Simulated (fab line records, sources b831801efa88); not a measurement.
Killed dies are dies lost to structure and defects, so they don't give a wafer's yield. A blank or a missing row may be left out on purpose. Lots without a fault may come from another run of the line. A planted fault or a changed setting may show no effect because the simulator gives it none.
fab line records | flow sfq_line
record lots=14 wafers=42 last_day=86
route steps=325 shown I1@86 JJ@193 M5@201 M8@318
lots that met no fault: from a run of the same line without faults
start_h: hours from the record's first day to the start of the lot's first wafer shown | wait_h: hours since the lot's step before | " the same as in the row above | L1.1+2: a row that stands for several wafers | - no value, or no start given | * or withheld: withheld | < > ~ a bound
route shown NAME@n: a module of which the file shows steps, and the number in the route of the first | usual: mean/standard deviation of fault-free wafers | same: alike in all rows | chamber/n: place in a boat | sites: the reading at each site | _std_site: their standard deviation | _edge_site: outer sites' mean less inner sites' | radius_mm: how far each site lies from the wafer's centre | mask NAME#n: copy n | behind: the tool/chamber that last shaped the wafer | hold: why the lot was held/for how many hours/how that ended | device: the transistor (n, p or np) that didn't switch | end of line: the same wafers' tests at the end of the route | a step without rows: its recipe alone | killed: dies lost to structure and defects at the first sort, not the wafer's yield | map: a wafer's dies, x killed, . not, _ none there
set.NAME: the setting as run; set.NAME@STEP: as run at that earlier step | model.NAME: the simulator's own value behind a step, which no gauge read
steps of the route over a sample of lots; a table a step, a row a wafer
services: from which hour (start_h, from the record's first day; less than 0 if before it) a tool's chamber was out of use, for how many hours, and why
## steps
# step SFQ_TRILAYER_I1_VIA_STRIP_STRIP_053
# recipe gas=O2 power_w=200 platen_temp_c=40 overash_fraction=0.65 chemistry=O2 pressure_mtorr=50
# usual drypump_motor_current_A=5.8/0.64 oes_product_au=0.998/0.0069
# columns lot.wafer tool chamber start_h wait_h drypump_motor_current_A oes_product_au rf_hours_counter_h
L417.3 rie_metal-03 1 411.69 - 6.1 0.996 -
L417.5 " 0 " " 6.6 0.993 -
L417.6 " 1 " " 6.1 0.988 -
L420.4 rie_metal-03 0 690.62 - 6.6 1.005 -
L420.5 " 0 " " 6.6 1.003 -
L420.6 " 1 " " 6.1 0.998 -
L421.1 rie_metal-04 0 709.62 - 4.8 1.020 100
L421.2 " 1 " " 5.8 1.016 91
L421.6 " 1 " " 5.8 0.996 -
L422.1 rie_metal-03 0 721.62 - 6.6 0.996 25
L422.4 " 0 " " 6.7 0.999 -
L422.6 " 1 " " 6.1 0.991 -
L423.1 rie_metal-02 1 748.02 - 5.2 0.999 109
L423.3 " 0 " " 6.1 0.994 -
L423.4 " 1 " " 5.2 0.993 -
L426.1 rie_metal-04 0 780.55 - 4.8 0.997 106
L426.3 " 1 " " 5.8 1.004 -
L426.6 " 1 " " 5.8 1.002 -
L427.1 rie_metal-03 1 797.03 - 6.1 0.995 46
L427.4 " 0 " " 6.6 1.002 -
L427.6 " 1 " " 6.1 0.991 -
L428.2 rie_metal-04 0 815.15 - 4.8 0.995 112
L428.3 " 0 " " 4.8 1.002 -
L428.6 " 1 " " 5.8 1.002 -
L430.2 rie_metal-04 0 823.42 - 4.8 1.013 114
L430.3 " 0 " " 4.8 0.998 -
L430.6 " 1 " " 5.8 1.003 -
L431.4 rie_metal-03 0 826.02 - 6.6 1.003 -
L431.5 " 1 " " 6.1 0.999 -
L431.6 " 0 " " 6.6 0.999 -
L435.1 rie_metal-02 0 834.22 - 6.2 1.000 126
L435.3 " 1 " " 5.2 0.992 -
L435.4 " 0 " " 6.1 1.001 -
L436.1 rie_metal-03 0 836.62 - 6.6 1.005 44
L436.3 " 1 " " 6.1 0.992 -
L436.4 " 0 " " 6.7 0.999 -
L437.3 rie_metal-02 1 838.02 - 5.2 0.992 -
L437.5 " 1 " " 5.2 0.991 -
L437.6 " 0 " " 6.1 1.001 -
L438.4 rie_metal-03 0 839.22 - 6.6 1.006 -
L438.5 " 0 " " 6.6 1.011 -
L438.6 " 1 " " 6.1 0.998 -
# step SFQ_TRILAYER_JJ_CE_BARC_OPEN_RIE_150
# recipe mask_material=PR chemistry=O2 target_depth_nm=240 target=BARC icp_w=600 bias_w=80 pressure_mtorr=10 time_s=80
# usual bias_w=79.99/0.24 chamber_pressure_mTorr=10.000/0.0089 drypump_motor_current_A=5.5/0.52 oes_product_au=0.537/0.0042
# columns lot.wafer tool chamber start_h wait_h bias_w chamber_pressure_mTorr drypump_motor_current_A oes_product_au rf_hours_counter_h
L417.3 rie_metal-02 0 1101.58 0.6 80.03 9.997 6.1 0.543 -
L417.5 " 1 " " 80.19 10.015 5.2 0.544 -
L417.6 " 0 " " 80.31 10.000 6.1 0.539 -
L420.4 rie_metal-04 1 1295.16 0.4 79.87 10.007 5.7 0.539 -
L420.5 " 0 " " 79.78 10.008 4.8 0.539 -
L420.6 " 1 " " 79.78 10.004 5.8 0.536 -
L421.1 rie_metal-02 1 1303.53 1.0 80.16 10.011 5.2 0.539 41
L421.2 " 0 " " 79.84 9.979 6.1 0.536 67
L421.6 " 1 " " 79.84 9.998 5.2 0.534 -
L422.1 rie_metal-02 1 1313.66 1.0 80.19 9.999 5.2 0.543 43
L422.4 " 1 " " 80.20 9.985 5.2 0.537 -
L422.6 " 0 " " 80.15 9.992 6.1 0.536 -
L423.1 rie_metal-02 1 1340.65 1.0 79.88 9.998 5.2 0.542 44
L423.3 " 1 " " 79.85 10.005 5.2 0.538 -
L423.4 " 0 " " 80.13 9.994 6.1 0.542 -
L426.1 rie_metal-02 1 1375.58 1.0 79.93 9.996 5.2 0.538 48
L426.3 " 1 " " 79.99 9.999 5.2 0.543 -
L426.6 " 0 " " 79.56 10.001 6.1 0.532 -
L427.1 rie_metal-04 1 1395.98 1.0 80.27 10.005 5.8 0.532 53
L427.4 " 0 " " 79.80 10.002 4.8 0.535 -
L427.6 " 1 " " 80.30 10.013 5.7 0.541 -
L428.2 rie_metal-02 0 1411.58 0.8 79.54 9.995 6.1 0.541 78
L428.3 " 0 " " 80.31 9.998 6.2 0.532 -
L428.6 " 1 " " 79.87 10.010 5.2 0.533 -
L430.2 rie_metal-01 1 1422.38 0.8 - - - - -
L430.3 " 0 " " - - - - -
L430.6 " 0 " " - - - - -
L431.4 rie_metal-02 0 1423.61 0.4 - - - - -
L431.5 " 0 " " - - - - -
L431.6 " 1 " " - - - - -
L435.1 rie_metal-04 0 1447.49 1.0 79.64 10.020 4.8 0.540 71
L435.3 " 0 " " 79.52 9.983 4.8 0.535 -
L435.4 " 1 " " 79.68 10.008 5.8 0.539 -
L436.1 rie_metal-04 0 1453.49 1.0 79.92 9.987 4.8 0.542 72
L436.3 " 1 " " 80.02 9.996 5.8 0.545 -
L436.4 " 0 " " 80.08 9.998 4.8 0.533 -
L437.3 rie_metal-01 0 1459.52 0.6 80.17 10.004 5.3 0.543 -
L437.5 " 1 " " 79.92 9.986 6.2 0.541 -
L437.6 " 0 " " 79.88 10.013 5.3 0.541 -
L438.4 rie_metal-04 1 1463.12 0.4 79.87 9.999 5.8 0.536 -
L438.5 " 1 " " 79.92 10.003 5.8 0.536 -
L438.6 " 0 " " 80.07 9.997 4.8 0.537 -
# step SFQ_TRILAYER_JJ_CE_ETCH_RIE_118
# recipe target=Nb stop_on=Al2O3 mask_material=PR taper_deg=13.257 over_etch_frac=0.15 time_s=97.7 chemistry=SF6 target_depth_nm=170 icp_w=600 bias_w=80 pressure_mtorr=9.727
# usual bias_w=79.96/0.21 chamber_pressure_mTorr=9.725/0.0094 drypump_motor_current_A=5.5/0.52 oes_product_au=0.990/0.0066
# columns lot.wafer tool chamber start_h wait_h bias_w chamber_pressure_mTorr drypump_motor_current_A oes_product_au rf_hours_counter_h
L417.3 rie_metal-02 0 1101.67 0.1 79.97 9.731 6.1 0.988 -
L417.5 " 1 " " 79.84 9.736 5.2 0.998 -
L417.6 " 0 " " 80.23 9.720 6.1 0.980 -
L420.4 rie_metal-04 1 1295.26 0.1 80.47 9.711 5.8 0.996 -
L420.5 " 0 " " 79.87 9.715 4.8 0.986 -
L420.6 " 1 " " 80.45 9.725 5.8 0.991 -
L421.1 rie_metal-02 1 1303.62 0.1 80.02 9.739 5.2 0.990 41
L421.2 " 0 " " 80.01 9.737 6.1 0.996 67
L421.6 " 1 " " 79.85 9.718 5.2 0.994 -
L422.1 rie_metal-02 1 1313.76 0.1 80.10 9.740 5.2 0.981 43
L422.4 " 1 " " 79.84 9.716 5.2 0.980 -
L422.6 " 0 " " 80.07 9.717 6.1 0.978 -
L423.1 rie_metal-02 1 1340.75 0.1 79.89 9.741 5.2 0.990 44
L423.3 " 1 " " 79.42 9.726 5.2 0.987 -
L423.4 " 0 " " 80.09 9.727 6.1 0.986 -
L426.1 rie_metal-02 1 1375.67 0.1 80.06 9.738 5.2 0.976 48
L426.3 " 1 " " 79.68 9.718 5.2 0.977 -
L426.6 " 0 " " 79.98 9.731 6.1 0.987 -
L427.1 rie_metal-04 1 1396.07 0.1 79.63 9.704 5.8 0.984 53
L427.4 " 0 " " 80.29 9.734 4.8 0.990 -
L427.6 " 1 " " 80.02 9.721 5.8 0.987 -
L428.2 rie_metal-02 0 1411.67 0.1 79.91 9.744 6.1 0.978 78
L428.3 " 0 " " 80.16 9.718 6.2 0.988 -
L428.6 " 1 " " 79.72 9.746 5.2 0.992 -
L430.2 rie_metal-01 1 1422.47 0.1 80.12 9.733 6.2 0.383 52
L430.3 " 0 " " 79.99 9.737 5.3 0.371 -
L430.6 " 0 " " 80.06 9.734 5.3 0.375 -
L431.4 rie_metal-02 0 1423.71 0.1 80.04 9.724 6.1 0.381 -
L431.5 " 0 " " 80.16 9.751 6.1 0.372 -
L431.6 " 1 " " 79.86 9.723 5.2 0.371 -
L435.1 rie_metal-04 0 1447.58 0.1 79.67 9.711 4.8 0.992 71
L435.3 " 0 " " 79.93 9.719 4.8 0.997 -
L435.4 " 1 " " 80.01 9.723 5.7 1.000 -
L436.1 rie_metal-04 0 1453.58 0.1 80.03 9.717 4.8 0.987 72
L436.3 " 1 " " 80.23 9.730 5.8 0.987 -
L436.4 " 0 " " 79.81 9.736 4.8 0.984 -
L437.3 rie_metal-01 0 1459.62 0.1 79.96 9.722 5.3 0.993 -
L437.5 " 1 " " 80.31 9.721 6.2 0.992 -
L437.6 " 0 " " 79.79 9.726 5.4 0.990 -
L438.4 rie_metal-04 1 1463.22 0.1 80.33 9.721 5.8 0.988 -
L438.5 " 1 " " 80.00 9.736 5.8 0.981 -
L438.6 " 0 " " 80.22 9.721 4.8 0.993 -
# step SFQ_TRILAYER_M5_LITHO_EXPOSE_124
# recipe mask_id=M5 na=0.6 source_shape=conventional sigma_outer=0.65 target_cd_nm=700 dose_mj=14.4
# usual exposure_dose_mJ_cm2=14.397/0.014 focus_offset_nm=0.0/0.57 stage_vel_mm_s=499.99/0.26
# columns lot.wafer tool chamber start_h wait_h mask exposure_dose_mJ_cm2 focus_offset_nm stage_vel_mm_s
L417.3 krf_scanner-01 0 1104.19 - M5#0 14.395 0.3 499.47
L417.5 " 0 " " M5#0 14.376 0.3 499.89
L417.6 " 0 " " M5#0 14.432 0.4 499.80
L420.4 krf_scanner-02 0 1414.24 - M5#0 14.391 -0.8 500.05
L420.5 " 0 " " M5#0 14.404 -0.6 499.67
L420.6 " 0 " " M5#0 14.396 -0.1 499.95
L421.1 krf_scanner-02 0 1424.44 - M5#0 14.410 -0.3 499.69
L421.2 " 0 " " M5#0 14.398 0.1 499.80
L421.6 " 0 " " M5#0 14.379 0.1 499.54
L422.1 krf_scanner-01 0 1439.96 - M5#0 14.390 0.7 499.82
L422.4 " 0 " " M5#0 14.386 0.0 499.99
L422.6 " 0 " " M5#0 14.390 0.8 500.03
L423.1 krf_scanner-01 0 1474.76 - M5#0 14.394 0.5 499.89
L423.3 " 0 " " M5#0 14.380 0.0 500.70
L423.4 " 0 " " M5#0 14.394 0.4 500.30
L426.1 krf_scanner-01 0 1511.34 - M5#0 14.412 -0.7 499.77
L426.3 " 0 " " M5#0 14.402 0.6 500.30
L426.6 " 0 " " M5#0 14.408 0.0 500.17
L427.1 krf_scanner-01 0 1522.14 - M5#0 14.397 -1.3 500.54
L427.4 " 0 " " M5#0 14.407 0.0 500.42
L427.6 " 0 " " M5#0 14.427 -0.3 500.12
L428.2 krf_scanner-02 0 1540.47 - M5#0 14.413 -0.9 500.33
L428.3 " 0 " " M5#0 14.423 -0.1 500.17
L428.6 " 0 " " M5#0 14.407 -0.8 499.98
L430.2 krf_scanner-02 - 1551.27 - M5#0 - - -
L430.3 " - " " M5#0 - - -
L430.6 " - " " M5#0 - - -
L431.4 krf_scanner-02 - 1552.87 - M5#0 - - -
L431.5 " - " " M5#0 - - -
L431.6 " - " " M5#0 - - -
L435.1 krf_scanner-02 0 1576.27 - M5#0 14.381 -1.1 500.42
L435.3 " 0 " " M5#0 14.399 -1.2 499.97
L435.4 " 0 " " M5#0 14.397 -1.4 499.92
L436.1 krf_scanner-02 0 1584.67 - M5#0 14.389 -0.8 500.03
L436.3 " 0 " " M5#0 14.388 1.3 499.97
L436.4 " 0 " " M5#0 14.377 -0.8 499.93
L437.3 krf_scanner-02 0 1592.27 - M5#0 14.410 0.5 500.10
L437.5 " 0 " " M5#0 14.420 1.2 499.96
L437.6 " 0 " " M5#0 14.403 -0.8 499.96
L438.4 krf_scanner-02 0 1596.07 - M5#0 14.382 0.7 499.64
L438.5 " 0 " " M5#0 14.398 -0.9 499.83
L438.6 " 0 " " M5#0 14.399 -1.2 499.80
# step SFQ_M8_OVL_MEAS_948
# usual M8_OVL=-5/5
# columns lot.wafer tool chamber start_h wait_h M8_OVL[nm]
L417.3 overlay-01 - 1884.74 0.1 -8
L417.5 " - " " -8
L417.6 " - " " -3
L420.4 overlay-02 - 1944.52 0.1 -2
L420.5 " - " " -3
L420.6 " - " " -2
L421.1 overlay-01 - 1946.91 0.1 -1
L421.2 " - " " -2
L421.6 " - " " 2
L422.1 overlay-02 - 1952.91 0.1 -3
L422.4 " - " " -8
L422.6 " - " " -8
L423.1 overlay-01 - 1988.82 0.1 -14
L423.3 " - " " -13
L423.4 " - " " -16
L426.1 overlay-02 - 2023.53 0.1 -2
L426.3 " - " " -6
L426.6 " - " " -7
L427.1 overlay-01 - 2028.33 0.1 -6
L427.4 " - " " 0
L427.6 " - " " 4
L428.2 overlay-01 - 2029.66 0.1 -14
L428.3 " - " " -5
L428.6 " - " " -11
L430.2 overlay-01 - 2032.06 0.1 -
L430.3 " - " " -
L430.6 " - " " -
L431.4 overlay-01 - 2036.42 0.1 -
L431.5 " - " " -
L431.6 " - " " -
L435.1 overlay-02 - 2049.27 0.1 2
L435.3 " - " " 0
L435.4 " - " " -1
L436.1 overlay-01 - 2051.84 0.1 -7
L436.3 " - " " -11
L436.4 " - " " -5
L437.3 overlay-01 - 2053.52 0.1 -1
L437.5 " - " " -10
L437.6 " - " " -10
L438.4 overlay-01 - 2054.72 0.1 -7
L438.5 " - " " -3
L438.6 " - " " -3
# step SFQ_M8_THK_MEAS_950
# recipe thk_meas_gauge=xrf reads=Au_of_TRILAYER_M8_DEP_EVAP_196
# usual M8_AU_THK=186.4/1.6
# columns lot.wafer tool chamber start_h wait_h M8_AU_THK[nm]
L417.3 film_metro-04 - 1885.65 0.1 184.5
L417.5 " - " " 185.3
L417.6 " - " " 187.2
L420.4 film_metro-01 - 1945.44 0.1 187.9
L420.5 " - " " 187.8
L420.6 " - " " 185.7
L421.1 film_metro-01 - 1947.81 0.1 186.6
L421.2 " - " " 186.5
L421.6 " - " " 187.9
L422.1 film_metro-02 - 1953.81 0.1 185.8
L422.4 " - " " 184.7
L422.6 " - " " 186.1
L423.1 film_metro-01 - 1989.72 0.1 186.8
L423.3 " - " " 184.7
L423.4 " - " " 185.1
L426.1 film_metro-04 - 2024.43 0.1 182.8
L426.3 " - " " 185.3
L426.6 " - " " 184.7
L427.1 film_metro-04 - 2029.23 0.1 187.5
L427.4 " - " " 186.3
L427.6 " - " " 187.9
L428.2 film_metro-02 - 2030.56 0.1 187.9
L428.3 " - " " 185.2
L428.6 " - " " 187.0
L430.2 film_metro-01 - 2032.96 0.1 185.1
L430.3 " - " " 186.4
L430.6 " - " " 186.9
L431.4 film_metro-02 - 2037.33 0.1 186.3
L431.5 " - " " 185.6
L431.6 " - " " 185.4
L435.1 film_metro-01 - 2050.17 0.1 184.9
L435.3 " - " " 183.4
L435.4 " - " " 183.0
L436.1 film_metro-04 - 2052.74 0.1 187.7
L436.3 " - " " 188.3
L436.4 " - " " 187.4
L437.3 film_metro-02 - 2054.43 0.1 188.0
L437.5 " - " " 187.1
L437.6 " - " " 187.1
L438.4 film_metro-02 - 2055.64 0.1 186.0
L438.5 " - " " 186.3
L438.6 " - " " 186.5
## services
# columns tool chamber start_h hours kind
krf_scanner-02 - 448.28 1.3 pm
krf_scanner-02 - 459.08 1.0 repair
krf_scanner-02 - 461.51 4.4 pm
krf_scanner-02 - 468.28 1.0 pm
rie_metal-04 1 568.46 8.6 repair
rie_metal-02 0 575.51 4.6 repair
rie_metal-02 0 592.82 10.0 repair
rie_metal-04 - 728.46 28.1 pm
rie_metal-02 0 886.28 3.5 repair
rie_metal-04 - 887.27 1.4 pm
rie_metal-02 - 898.73 28.1 pm
rie_metal-02 1 928.93 20.3 repair
rie_metal-04 1 1065.07 4.1 repair
rie_metal-02 - 1091.76 2.8 pm
rie_metal-04 0 1135.30 3.4 repair
rie_metal-02 1 1203.92 48.4 repair
rie_metal-02 - 1263.77 0.3 repair
rie_metal-04 - 1325.86 1.9 repair
rie_metal-04 - 1330.58 2.8 pm
rie_metal-04 1 1375.14 14.0 repair
rie_metal-04 - 1413.75 0.3 repair
rie_metal-02 1 1468.06 4.8 repair
rie_metal-02 - 1470.36 1.4 pm
rie_metal-04 - 1530.47 1.1 repair
## key
first_sign step=SFQ_TRILAYER_JJ_CE_BARC_OPEN_RIE_150 reading=tool_record direction=missing
effect step=SFQ_TRILAYER_JJ_CE_ETCH_RIE_118 reading=oes_product_au direction=down sigmas=93 usual=0.990 struck=0.375
effect step=SFQ_TRILAYER_M5_LITHO_EXPOSE_124 reading=tool_record direction=missing
met_at SFQ_TRILAYER_JJ_CE_BARC_OPEN_RIE_150
struck_lots L430,L431
not_acting_at SFQ_TRILAYER_I1_VIA_STRIP_STRIP_053,SFQ_M8_OVL_MEAS_948,SFQ_M8_THK_MEAS_950
onset_between 1411.58 1422.38
fault kind=skipped_step_whole tool=rie_metal-01,rie_metal-02 chamber=- onset_h=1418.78 steps=SFQ_TRILAYER_JJ_CE_BARC_OPEN_RIE_150 scope=struck_lots_only
